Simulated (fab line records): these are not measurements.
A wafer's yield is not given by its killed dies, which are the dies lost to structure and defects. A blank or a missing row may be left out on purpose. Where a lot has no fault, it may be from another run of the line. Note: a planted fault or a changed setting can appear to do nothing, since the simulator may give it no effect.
The tool behind it: which one? + flow sky130 + 72 wafers from 24 lots sampled at 4 of the route's 708 steps

WHAT THE GAUGES READ, wafer by wafer
SKY_CAPM_RS_MEAS_03: the measuring method here is four-point-probe.
| lot  | measured     | on            | CAPM_TIN_RS (ohm/sq) |
|------|--------------|---------------|----------------------|
| L074 | day 36 08:58 | film-metro-03 | 6.94 7.00 6.99       |
| L075 | day 36 19:21 | film-metro-01 | 6.85 6.85 6.88       |
| L076 | day 37 23:38 | film-metro-03 | 6.79 6.75 6.76       |
| L077 | day 38 01:46 | film-metro-01 | 6.77 6.85 6.84       |
| L079 | day 38 04:46 | film-metro-04 | 6.88 6.94 6.85       |
| L078 | day 38 05:25 | film-metro-04 | 6.99 6.94 6.90       |
| L080 | day 38 05:49 | film-metro-04 | 6.86 6.96 6.84       |
| L081 | day 38 10:19 | film-metro-03 | 6.86 6.94 6.88       |
| L082 | day 39 05:14 | film-metro-01 | 6.80 6.82 6.85       |
| L083 | day 39 07:03 | film-metro-04 | 6.79 6.79 6.87       |
| L085 | day 39 14:57 | film-metro-04 | 6.84 6.78 6.81       |
| L084 | day 39 15:19 | film-metro-03 | 6.91 6.89 6.89       |
| L086 | day 40 07:37 | film-metro-04 | 6.92 6.93 6.87       |
| L089 | day 41 11:19 | film-metro-03 | 6.87 6.76 6.82       |
| L087 | day 41 12:43 | film-metro-01 | 6.80 6.79 6.84       |
| L088 | day 41 12:55 | film-metro-03 | 6.85 6.83 6.82       |
| L090 | day 41 14:24 | film-metro-03 | 6.79 6.87 6.86       |
| L091 | day 41 16:11 | film-metro-03 | 6.91 6.91 6.91       |
| L092 | day 41 18:56 | film-metro-03 | 6.89 6.87 6.85       |
| L093 | day 41 20:22 | film-metro-01 | 6.83 6.88 6.81       |
| L094 | day 42 09:47 | film-metro-01 | 6.82 6.78 6.81       |
| L095 | day 42 14:35 | film-metro-04 | 6.80 6.85 6.80       |
| L096 | day 42 19:08 | film-metro-01 | 6.91 6.94 6.93       |
| L097 | day 42 21:16 | film-metro-01 | 6.88 6.90 6.84       |

SKY_VIA3_THK_MEAS_01.
| lot  | measured     | on            | VIA3_HDPCVD_THK (nm) |
|------|--------------|---------------|----------------------|
| L074 | day 38 14:19 | film-metro-03 | 1656 1637 1656       |
| L075 | day 38 22:52 | film-metro-02 | 1637 1631 1629       |
| L076 | day 40 02:48 | film-metro-03 | 1639 1633 1626       |
| L077 | day 40 03:38 | film-metro-03 | 1636 1646 1641       |
| L079 | day 40 07:24 | film-metro-01 | 1632 1610 1629       |
| L078 | day 40 08:50 | film-metro-03 | 1660 1637 1666       |
| L080 | day 40 08:55 | film-metro-02 | 1675 1623 1629       |
| L081 | day 40 12:44 | film-metro-02 | 1633 1632 1623       |
| L082 | day 41 07:39 | film-metro-03 | 1608 1624 1626       |
| L083 | day 41 08:52 | film-metro-02 | 1646 1657 1627       |
| L085 | day 41 17:52 | film-metro-03 | 1623 1612 1624       |
| L084 | day 41 18:27 | film-metro-02 | 1644 1620 1646       |
| L086 | day 42 08:45 | film-metro-01 | 1628 1637 1611       |
| L089 | day 43 11:08 | film-metro-02 | 1638 1659 1640       |
| L087 | day 43 12:35 | film-metro-03 | 1607 1636 1628       |
| L088 | day 43 13:03 | film-metro-02 | 1635 1626 1629       |
| L090 | day 43 13:09 | film-metro-03 | 1632 1637 1635       |
| L091 | day 43 14:32 | film-metro-02 | 1635 1648 1633       |
| L092 | day 43 17:38 | film-metro-02 | 1646 1616 1621       |
| L093 | day 43 18:37 | film-metro-02 | 1634 1639 1630       |
| L094 | day 44 07:48 | film-metro-03 | 1622 1636 1641       |
| L095 | day 44 13:18 | film-metro-01 | 1633 1611 1621       |
| L096 | day 44 17:37 | film-metro-03 | 1640 1633 1620       |
| L097 | day 44 19:37 | film-metro-02 | 1634 1641 1633       |

SKY_VIA3_CD_MEAS_12: target cd 200 nm.
| lot  | measured     | on        | cd-nm (nm)        |
|------|--------------|-----------|-------------------|
| L074 | day 39 13:44 | cd-sem-02 | 200.0 200.4 199.1 |
| L075 | day 39 23:50 | cd-sem-02 | 199.1 199.7 199.9 |
| L076 | day 41 03:10 | cd-sem-02 | 200.2 200.4 200.2 |
| L077 | day 41 04:20 | cd-sem-02 | 199.9 200.1 200.5 |
| L079 | day 41 08:25 | cd-sem-01 | 197.4 196.9 197.9 |
| L078 | day 41 10:16 | cd-sem-01 | 199.8 201.2 200.5 |
| L080 | day 41 10:22 | cd-sem-02 | 197.1 198.3 198.2 |
| L081 | day 41 13:49 | cd-sem-01 | 199.5 201.3 200.4 |
| L082 | day 42 06:55 | cd-sem-02 | 202.3 201.8 202.9 |
| L083 | day 42 08:50 | cd-sem-02 | 201.1 200.9 201.4 |
| L085 | day 42 17:28 | cd-sem-02 | 198.8 199.8 199.4 |
| L084 | day 42 18:04 | cd-sem-01 | 199.8 199.7 201.2 |
| L086 | day 43 07:46 | cd-sem-02 | 201.3 200.4 200.6 |
| L089 | day 44 08:58 | cd-sem-02 | 201.4 202.1 200.8 |
| L087 | day 44 12:07 | cd-sem-01 | 198.2 201.9 200.3 |
| L088 | day 44 12:20 | cd-sem-02 | 201.6 200.6 201.1 |
| L090 | day 44 12:29 | cd-sem-02 | 200.0 199.6 198.9 |
| L091 | day 44 13:56 | cd-sem-02 | 200.4 199.5 199.0 |
| L092 | day 44 16:49 | cd-sem-01 | 198.8 198.6 198.8 |
| L093 | day 44 18:02 | cd-sem-02 | 202.1 199.9 199.8 |
| L094 | day 45 05:23 | cd-sem-01 | 199.2 201.7 199.7 |
| L095 | day 45 10:49 | cd-sem-01 | 200.6 202.0 202.2 |
| L096 | day 45 14:47 | cd-sem-01 | 201.3 200.1 201.4 |
| L097 | day 45 17:07 | cd-sem-02 | 198.9 199.6 200.3 |

EACH LOT AND THE TOOL THAT RAN IT (in order: tool; ch and the chambers of the sampled wafers; start)
| lot  | SKY_CAPM_METAL_ETCH_13            |
|------|-----------------------------------|
| L074 | rie-metal-02 ch 0,1, day 37 11:09 |
| L075 | rie-metal-01 ch 0,1, day 37 20:45 |
| L076 | rie-metal-03 ch 0,1, day 39 00:21 |
| L077 | rie-metal-02 ch 0, day 39 02:25   |
| L079 | rie-metal-03 ch 0,1, day 39 05:26 |
| L078 | rie-metal-02 ch 0,1, day 39 06:09 |
| L080 | rie-metal-03 ch 0,1, day 39 06:33 |
| L081 | rie-metal-01 ch 0,1, day 39 10:36 |
| L082 | rie-metal-01 ch 0,1, day 40 05:06 |
| L083 | rie-metal-03 ch 0,1, day 40 07:06 |
| L085 | rie-metal-01 ch 0,1, day 40 15:16 |
| L084 | rie-metal-02 ch 0,1, day 40 15:51 |
| L086 | rie-metal-02 ch 0,1, day 41 08:06 |
| L089 | rie-metal-02 ch 0,1, day 42 10:35 |
| L087 | rie-metal-03 ch 0,1, day 42 12:15 |
| L088 | rie-metal-01 ch 0,1, day 42 12:24 |
| L090 | rie-metal-03 ch 0,1, day 42 13:33 |
| L091 | rie-metal-02 ch 0,1, day 42 14:33 |
| L092 | rie-metal-02 ch 0,1, day 42 17:47 |
| L093 | rie-metal-01 ch 0,1, day 42 18:30 |
| L094 | rie-metal-03 ch 1, day 43 07:58   |
| L095 | rie-metal-03 ch 1, day 43 12:38   |
| L096 | rie-metal-01 ch 0,1, day 43 16:44 |
| L097 | rie-metal-01 ch 0,1, day 43 18:54 |
- SKY_CAPM_METAL_ETCH_13: etches TiN in Cl2/BCl3, stops on SiO2, target depth 220 nm, time 62.9 s.

WHAT THE TOOLS THEMSELVES READ (means of the sampled wafers that have a number; where no wafer has one, the mark that the record gives instead)
SKY_CAPM_METAL_ETCH_13.
| lot  | tool         | bias-w (W) | drypump-motor-current-A (A) | oes-product-au (a.u.) | throttle-valve-pct (%) |
|------|--------------|------------|-----------------------------|-----------------------|------------------------|
| L074 | rie-metal-02 | 48.39      | 6.0                         | 0.935                 | 21.905                 |
| L075 | rie-metal-01 | 48.63      | 5.8                         | 0.945                 | 21.897                 |
| L076 | rie-metal-03 | 48.57      | 5.9                         | 0.954                 | 21.885                 |
| L077 | rie-metal-02 | 48.54      | 5.8                         | 0.949                 | 21.906                 |
| L079 | rie-metal-03 | 48.52      | 5.7                         | 0.946                 | 21.907                 |
| L078 | rie-metal-02 | 48.51      | 6.0                         | 0.940                 | 21.897                 |
| L080 | rie-metal-03 | 48.63      | 5.7                         | 0.944                 | 21.899                 |
| L081 | rie-metal-01 | 48.58      | 5.4                         | 0.944                 | 21.896                 |
| L082 | rie-metal-01 | 48.62      | 5.8                         | 0.949                 | 21.900                 |
| L083 | rie-metal-03 | 48.62      | 5.7                         | 0.949                 | 21.893                 |
| L085 | rie-metal-01 | 48.39      | 5.8                         | 0.949                 | 21.900                 |
| L084 | rie-metal-02 | 48.49      | 6.0                         | 0.944                 | 21.897                 |
| L086 | rie-metal-02 | 48.69      | 5.9                         | 0.942                 | 21.900                 |
| L089 | rie-metal-02 | 48.27      | 6.0                         | 0.950                 | 21.888                 |
| L087 | rie-metal-03 | 48.62      | 5.9                         | 0.948                 | 21.895                 |
| L088 | rie-metal-01 | 48.65      | 5.8                         | 0.942                 | 21.895                 |
| L090 | rie-metal-03 | 48.53      | 6.0                         | 0.945                 | 21.902                 |
| L091 | rie-metal-02 | 48.53      | 6.0                         | 0.943                 | 21.908                 |
| L092 | rie-metal-02 | 48.42      | 5.9                         | 0.941                 | 21.900                 |
| L093 | rie-metal-01 | 48.61      | 5.8                         | 0.946                 | 21.902                 |
| L094 | rie-metal-03 | 48.48      | 5.5                         | 0.953                 | 21.902                 |
| L095 | rie-metal-03 | 48.45      | 5.5                         | 0.950                 | 21.892                 |
| L096 | rie-metal-01 | 48.64      | 5.8                         | 0.935                 | 21.904                 |
| L097 | rie-metal-01 | 48.62      | 5.5                         | 0.946                 | 21.903                 |

THE ANSWER, worked out from the rows above alone
Rule: the lots themselves supply what counts as usual. Put in order of their means at a reading, lots are off if they are a third of the lots or fewer, leave a main group of 4 or more, and stand apart from it by a gap of 3 or more times the standard deviation of the main group's means; of several such gaps the widest counts. A main group whose means are all the same, to the digits that the tables above print for the reading, isn't used. Also off: a lot with no number at a reading for which 4 or more lots have one. Any other lot the step has rows for is counted as sound. The gauges are gone through in route order, then the tools' own readings, and for those a lot's mean is taken as printed above. At the first step where some lot is off, the reading lying furthest off is the one used; lots without a number count as furthest.
None of the lots is off at any reading shown; this tells nothing.

WHAT HAD BEEN PUT IN BY THE SIMULATOR
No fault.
